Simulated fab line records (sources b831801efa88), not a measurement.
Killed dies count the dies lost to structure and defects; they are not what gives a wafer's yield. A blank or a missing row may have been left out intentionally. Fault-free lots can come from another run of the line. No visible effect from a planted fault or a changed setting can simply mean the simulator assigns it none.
Problem report in the 8D (eight disciplines) form, filled by code ; flow sky130 ; the parts of the form that need people (team, actions taken, sign-off) are left out

## 1. THE PROBLEM
Wafers without a fault read 89.13 s, standard deviation 0.12; run length s at SKY_SONOS_TUNNEL_SOFTBAKE_03 reads a mean of 96.38 s on 2 wafers belonging to 2 lots. Relative to the usual mean, that is a shift of +60 standard deviations.
The step: time 60 s.
The first sign was on wafer L140.4 at day 14 05:26, on litho track-02. Wafers with a number at this step in the record: 42, from 14 lots. By rule, "out" or "out of limits" means more than 4 standard deviations away from the usual mean. Any other wafer with a number is counted as sound.

## 2. WHAT IT IS, AND WHAT IT ISN'T
question;is;is not
which readings at this step;run length s;-
which lots;L140, L142;L130, L131, L132, L133, L146, L147, L148, L149, L150, L151, L152, L153
which wafers of those lots;L140.4, L142.4;L140.1, L140.3, L142.1, L142.3
read on which tools;litho track-02;litho track-01, litho track-04
when;from day 14 05:26;"up to then (14 sound wafers); but 26 sound wafers of L142, L146, L147, L148, L149, L150, L151, L152, L153 came after"

## 3. SUSPECTS, AND WHAT RULES EACH OUT
Counting: any tool at a process step up to the reading remains a suspect provided it ran every lot that is out. Sound lots after the first of them don't rule it out here, since some wafers of a struck lot are sound.
- plasma asher-02 at SKY_VT_ADJUST_PCH_STRIP_09 (strips in O2/N2): kept. Ran every lot that is out, first one L140 (day 13 16:40); last sound lot up to then L133 (day 11 06:55).
- litho track-02 at SKY_SONOS_TUNNEL_SOFTBAKE_03 (time 60 s): kept. Ran every lot that is out, first one L140 (day 14 05:26); last sound lot up to then L133 (day 11 18:26). Its own readings are out on those wafers: run length s.
After counting, plasma asher-02 at SKY_VT_ADJUST_PCH_STRIP_09 and litho track-02 at SKY_SONOS_TUNNEL_SOFTBAKE_03 remain.

## 4. THE CAUSE (what the simulator had put in)
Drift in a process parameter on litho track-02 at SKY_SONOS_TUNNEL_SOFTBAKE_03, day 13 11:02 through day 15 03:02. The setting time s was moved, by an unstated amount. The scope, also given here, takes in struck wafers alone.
After counting, 2 suspects remain, this tool included.

## 5. THE CHAIN OF EFFECTS, in route order
Each row: a reading whose mean over the struck wafers that have a number lies more than 3 standard deviations from the usual. Scope: only readings with a usual standard deviation given in the record; hours: median across lots of the time from each lot's start at the first step in this table that gives one to its start at this step; sigmas: change in usual standard deviations.
hours;step;reading;usual;on struck wafers;change;sigmas
0;SKY_SONOS_TUNNEL_SOFTBAKE_03;run length s;89.13 s;96.38;+7.25;+60
Its process steps:
- SKY_SONOS_TUNNEL_SOFTBAKE_03: time 60 s.
Later steps that measure or inspect, where all struck wafers having a row at the step show a number for every such reading and not one has moved that far: SKY_SONOS_ONO_THK_MEAS_01.

## 6. HOW IT WOULD HAVE BEEN CAUGHT EARLIER
In this record the first reading out of limits was taken at day 14 05:26, 18 hours after the fault began at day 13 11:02.
